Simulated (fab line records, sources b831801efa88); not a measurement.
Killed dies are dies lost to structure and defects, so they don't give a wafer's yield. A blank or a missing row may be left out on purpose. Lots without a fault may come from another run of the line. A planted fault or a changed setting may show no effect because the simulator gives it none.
Which tool did it? | flow sky130 | 7 lots, 21 wafers sampled, at 2 steps of a route of 708

WHAT THE GAUGES READ, wafer by wafer
SKY_LDD_HVP_TW_MEAS_10.
lot  | measured     | on            | LDD_HVP_TW
L824 | day 23 13:11 | film_metro-01 | 450 450 449
L826 | day 24 00:44 | film_metro-03 | 451 447 448
L827 | day 24 11:59 | film_metro-04 | 452 454 452
L833 | day 26 00:56 | film_metro-01 | 29 29 29
L838 | day 28 03:50 | film_metro-03 | 446 449 444
L840 | day 28 14:17 | film_metro-04 | 453 451 454
L842 | day 29 08:44 | film_metro-04 | 453 452 451

WHICH TOOL RAN EACH LOT (tool, then ch and the chambers of the sampled wafers, then the start)
lot  | SKY_LDD_HVP_IMPLANT_08
L824 | implanter-01 ch 0, day 23 12:56
L826 | implanter-02 ch 0, day 24 00:29
L827 | implanter-03 ch 0, day 24 11:46
L833 | implanter-03, day 26 00:41
L838 | implanter-01 ch 0, day 28 03:35
L840 | implanter-02 ch 0, day 28 14:02
L842 | implanter-01 ch 0, day 29 08:31
- SKY_LDD_HVP_IMPLANT_08

THE ANSWER, worked out from the rows above alone
Rule: what is usual is taken from the lots themselves. Put in order of their means at a reading, lots are off if they are a third of the lots or fewer, leave a main group of 4 or more, and stand apart from it by a gap of 3 or more times the standard deviation of the main group's means; of several such gaps the widest counts. A main group whose means are all the same, to the digits that the tables above print for the reading, isn't used. A lot without any number at a reading at which 4 lots or more have one is off too. The other lots that the step has rows for count as sound.
Off: L833, at SKY_LDD_HVP_TW_MEAS_10 (LDD_HVP_TW). The main group: mean 450, standard deviation 2.3.
A tool fits if, at a process step before that reading, it ran every lot that is off, and no sound lot after the first of them. The gauges at SKY_LDD_HVP_TW_MEAS_10 are tried like those tools. Can't be told from this: 2 tools fit, implanter-03 at SKY_LDD_HVP_IMPLANT_08, film_metro-01 at SKY_LDD_HVP_TW_MEAS_10.

WHAT THE SIMULATOR HAD PUT IN
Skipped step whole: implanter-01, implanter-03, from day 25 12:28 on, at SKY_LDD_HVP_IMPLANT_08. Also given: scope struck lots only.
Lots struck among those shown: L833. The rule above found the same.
